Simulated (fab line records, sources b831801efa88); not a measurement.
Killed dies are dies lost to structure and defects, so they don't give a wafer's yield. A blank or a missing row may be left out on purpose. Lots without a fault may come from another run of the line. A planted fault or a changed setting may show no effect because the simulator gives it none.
A struck lot beside a sound one | flow sfq_line | 42 steps out of a route of 325
Sound: wafers L668.3, L668.5, L668.6. Struck: wafers L679.2, L679.3. The cause comes at the end.
At each step with rows: each side's tool, then ch and its chambers, then its first start. Under that, the readings that differ: sound wafers | struck wafers | difference of the means | sigmas: that difference in standard deviations of wafers without a fault.
alike: readings whose means differ by less than 2 such deviations, and words and numbers that are the same on both sides. not compared: withheld readings, readings that some wafer has no value for, bounds like >300 that may hide the same value, and numbers for which the record gives no deviation and whose values overlap.
The two part at a step that has a row with sigmas, a row that says differs or no value, or rows on one side only. Numbers that don't overlap but have no deviation are shown without sigmas and don't part them. A reading that every wafer of one side lacks parts them only if that side has two wafers or more.

first, 6 steps without rows for these wafers: SFQ_TRILAYER_I1_VIA_LITHO_COAT_054 (resist thk 62 nm); SFQ_TRILAYER_I1_VIA_LITHO_COAT_049 (resist thk 650 nm); SFQ_TRILAYER_I1_VIA_LITHO_SOFTBAKE_053; SFQ_TRILAYER_I1_VIA_LITHO_EXPOSE_050 (exposes mask I1, target cd 500 nm); SFQ_TRILAYER_I1_VIA_LITHO_PEB_052 (peb time 60 s); SFQ_TRILAYER_I1_VIA_LITHO_DEVELOP_051 (time 60 s).
SFQ_I1_OVL_MEAS_913:
  sound on overlay-02, day 19 11:06; struck on overlay-01, day 24 07:13
  alike: I1_OVL
then, 5 steps without rows for these wafers: SFQ_TRILAYER_I1_VIA_BARC_OPEN_VIA_ETCH_071 (etches BARC in O2, target depth 125 nm, time 41.7 s); SFQ_TRILAYER_I1_VIA_ETCH_VIA_ETCH_052 (etches SiO2 in CHF3, stops on Nb, target depth 260 nm); SFQ_TRILAYER_I1_VIA_STRIP_STRIP_053 (strips in O2); SFQ_TRILAYER_I1_VIA_STRIP_SOLV_CLEAN_054 (cleans in NMP, time 600 s); SFQ_TRILAYER_M2_DEP_PRE_CLEAN_056 (time 22.5 s).
SFQ_TRILAYER_M2_DEP_SPUTTER_055: material Nb, target thk 200 nm, time 133.3 s.
  sound on pvd_sputter-06, day 19 12:05; struck on pvd_sputter-06, day 24 08:12
  reading                                             | sound             | struck      | difference | sigmas
  model.Nb_of_TRILAYER_M2_DEP_SPUTTER_055.thk_nm (nm) | 196.1 195.2 195.3 | 143.9 145.5 | -50.8      |
  alike: cathode_dc_power_W, throttle_valve_pct
SFQ_M2_RS_MEAS_914: measures by four-point-probe.
  sound on film_metro-01, day 19 12:13; struck on film_metro-02, day 24 08:19
  reading           | sound             | struck      | difference | sigmas
  M2_NB_RS (ohm/sq) | 0.906 0.911 0.911 | 1.241 1.227 | +0.325     | +33
then, 6 steps without rows for these wafers: SFQ_TRILAYER_M2_LITHO_COAT_062 (resist thk 62 nm); SFQ_TRILAYER_M2_LITHO_COAT_057 (resist thk 600 nm); SFQ_TRILAYER_M2_LITHO_SOFTBAKE_061; SFQ_TRILAYER_M2_LITHO_EXPOSE_058 (exposes mask M2, target cd 500 nm); SFQ_TRILAYER_M2_LITHO_PEB_060 (peb time 60 s); SFQ_TRILAYER_M2_LITHO_DEVELOP_059 (time 60 s).
-- the record jumps here: 6 days lie between the struck wafers' starts before and after --
SFQ_M2_OVL_MEAS_916:
  sound on overlay-02, day 25 11:10; struck on overlay-01, day 30 13:17
  alike: M2_OVL
then, 1 step without rows for these wafers: SFQ_TRILAYER_M2_BARC_OPEN_METAL_ETCH_077 (etches BARC in O2, target depth 125 nm, time 41.7 s).
SFQ_TRILAYER_M2_ETCH_METAL_ETCH_060: etches Nb in Cl2/Ar, stops on SiO2, target depth 240 nm, time 120 s.
  sound on rie_metal-02 ch 0,1, day 25 11:17; struck on rie_metal-02 ch 0,1, day 30 13:23
  reading               | sound             | struck      | difference | sigmas
  oes_product_au (a.u.) | 0.888 0.875 0.886 | 0.742 0.763 | -0.131     | -19
  alike: drypump_motor_current_A
  not compared: rf_hours_counter_h
SFQ_TRILAYER_M2_STRIP_STRIP_061: strips in O2.
  sound on rie_metal-02 ch 0,1, day 25 11:34; struck on rie_metal-02 ch 0,1, day 30 13:31
  reading               | sound             | struck      | difference | sigmas
  oes_product_au (a.u.) | 0.988 0.974 1.008 | 1.000 1.023 | +0.021     | +2
  alike: drypump_motor_current_A
  not compared: rf_hours_counter_h
then, 1 step without rows for these wafers: SFQ_TRILAYER_M2_STRIP_SOLV_CLEAN_062 (cleans in NMP, time 600 s).
SFQ_TRILAYER_I2_DEP_PECVD_063: deposits SiO2 from SiH4/N2O, time 111.11 s, target thk 500 nm.
  sound on pecvd-03 ch 0,1, day 25 12:08; struck on pecvd-02 ch 1,2, day 30 14:28
  alike: heater_power_outer_w, heater_power_w, susceptor_temp_C, throttle_valve_pct
then, 1 step without rows for these wafers: SFQ_TRILAYER_I2_CMP_CMP_064 (polishes SiO2).
SFQ_I2_BOW_MEAS_917:
  sound on film_metro-04, day 25 17:52; struck on film_metro-04, day 30 19:04
  alike: I2_BOW
SFQ_TRILAYER_I2_METRO_MEASURE_065:
  sound on film_metro-04, day 25 18:21; struck on film_metro-04, day 30 19:22
  alike: thk_nm
then, 6 steps without rows for these wafers: SFQ_TRILAYER_I2_VIA_LITHO_COAT_072 (resist thk 62 nm); SFQ_TRILAYER_I2_VIA_LITHO_COAT_067 (resist thk 650 nm); SFQ_TRILAYER_I2_VIA_LITHO_SOFTBAKE_071; SFQ_TRILAYER_I2_VIA_LITHO_EXPOSE_068 (exposes mask I2, target cd 500 nm); SFQ_TRILAYER_I2_VIA_LITHO_PEB_070 (peb time 60 s); SFQ_TRILAYER_I2_VIA_LITHO_DEVELOP_069 (time 60 s).
-- the record jumps here: 7 days lie between the struck wafers' starts before and after --
SFQ_I2_OVL_MEAS_918:
  sound on overlay-02, day 32 10:25; struck on overlay-02, day 37 12:46
  alike: I2_OVL
SFQ_TRILAYER_I2_VIA_BARC_OPEN_VIA_ETCH_096: etches BARC in O2, target depth 125 nm, time 41.7 s.
  sound on rie_diel-01 ch 0,2,3, day 32 10:27; struck on rie_diel-01 ch 2,3, day 37 12:48
  alike: drypump_motor_current_A, oes_product_au
  not compared: rf_hours_counter_h
then, 1 step without rows for these wafers: SFQ_TRILAYER_I2_VIA_ETCH_VIA_ETCH_070 (etches SiO2 in CHF3, stops on Nb, target depth 260 nm).
SFQ_TRILAYER_I2_VIA_STRIP_STRIP_071: strips in O2.
  sound on rie_metal-04 ch 0,1, day 32 10:48; struck on rie_metal-03 ch 1, day 37 12:57
  alike: drypump_motor_current_A, oes_product_au
  not compared: rf_hours_counter_h
then, 2 steps without rows for these wafers: SFQ_TRILAYER_I2_VIA_STRIP_SOLV_CLEAN_072 (cleans in NMP, time 600 s); SFQ_TRILAYER_M3_DEP_PRE_CLEAN_074 (time 22.5 s).
-- the record jumps here: 51 days lie between the struck wafers' starts before and after --
SFQ_M8_BOW_MEAS_951:
  sound on film_metro-02, day 82 04:45; struck on film_metro-04, day 88 06:19
  reading                 | sound              | struck      | difference | sigmas
  model.etest.m2.ohm_um   | 1.8 1.806 1.821    | 2.466 2.441 | +0.645     |
  model.etest.i1.link_ohm | 1.972 1.984 1.991  | 2.382 2.359 | +0.388     |
  model.etest.i2.link_ohm | 1.988 1.984 1.988  | 2.328 2.299 | +0.327     |
  model.etest.m2.ohm_sq   | 0.908 0.9121 0.912 | 1.237 1.224 | +0.320     |
  alike: M8_BOW

WHERE THEY PART
First at SFQ_M2_RS_MEAS_914; last, within this record, at SFQ_TRILAYER_M2_STRIP_STRIP_061. Later steps at which nothing parts them and some readings are alike: SFQ_TRILAYER_I2_DEP_PECVD_063, SFQ_I2_BOW_MEAS_917, SFQ_TRILAYER_I2_METRO_MEASURE_065, SFQ_I2_OVL_MEAS_918, SFQ_TRILAYER_I2_VIA_BARC_OPEN_VIA_ETCH_096, SFQ_TRILAYER_I2_VIA_STRIP_STRIP_071, SFQ_M8_BOW_MEAS_951.

WHY: what the simulator had put in
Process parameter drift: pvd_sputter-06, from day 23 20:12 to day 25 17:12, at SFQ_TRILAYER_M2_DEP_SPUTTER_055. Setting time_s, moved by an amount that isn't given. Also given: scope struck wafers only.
